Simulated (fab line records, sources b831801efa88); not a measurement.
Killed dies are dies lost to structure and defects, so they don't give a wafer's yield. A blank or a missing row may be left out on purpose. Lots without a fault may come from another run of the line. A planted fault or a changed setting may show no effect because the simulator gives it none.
Which tool did it? | flow gf180mcu | 6 lots, 18 wafers sampled, at 2 steps of a route of 602

WHAT THE GAUGES READ, wafer by wafer
GF_HV_LDD_TW_MEAS_38.
lot  | measured     | on            | HV_LDD_3_TW
L446 | day 12 01:12 | film_metro-03 | 1438 1434 1429
L448 | day 12 22:19 | film_metro-03 | 1431 1427 1422
L454 | day 14 20:58 | film_metro-03 | 1430 1435 1438
L456 | day 15 11:16 | film_metro-04 | 1440 1441 1435
L463 | day 17 18:00 | film_metro-03 | 1469 1477 1473
L465 | day 18 09:33 | film_metro-03 | 1472 1472 1471

WHICH TOOL RAN EACH LOT (tool, then ch and the chambers of the sampled wafers, then the start)
lot  | GF_HV_LDD_IMPLANT_35
L446 | implanter-03 ch 0, day 12 00:48
L448 | implanter-04 ch 0, day 12 21:55
L454 | implanter-03 ch 0, day 14 20:35
L456 | implanter-03 ch 0, day 15 10:52
L463 | implanter-03 ch 0, day 17 17:31
L465 | implanter-03 ch 0, day 18 09:09
- GF_HV_LDD_IMPLANT_35

THE ANSWER, worked out from the rows above alone
Rule: what is usual is taken from the lots themselves. Put in order of their means at a reading, lots are off if they are a third of the lots or fewer, leave a main group of 4 or more, and stand apart from it by a gap of 3 or more times the standard deviation of the main group's means; of several such gaps the widest counts. A main group whose means are all the same, to the digits that the tables above print for the reading, isn't used. A lot without any number at a reading at which 4 lots or more have one is off too. The other lots that the step has rows for count as sound.
Off: L463, L465, at GF_HV_LDD_TW_MEAS_38 (HV_LDD_3_TW). The main group: mean 1433, standard deviation 4.3.
A tool fits if, at a process step before that reading, it ran every lot that is off, and no sound lot after the first of them. The gauges at GF_HV_LDD_TW_MEAS_38 are tried like those tools. Can't be told from this: 2 tools fit, implanter-03 at GF_HV_LDD_IMPLANT_35, film_metro-03 at GF_HV_LDD_TW_MEAS_38.

WHAT THE SIMULATOR HAD PUT IN
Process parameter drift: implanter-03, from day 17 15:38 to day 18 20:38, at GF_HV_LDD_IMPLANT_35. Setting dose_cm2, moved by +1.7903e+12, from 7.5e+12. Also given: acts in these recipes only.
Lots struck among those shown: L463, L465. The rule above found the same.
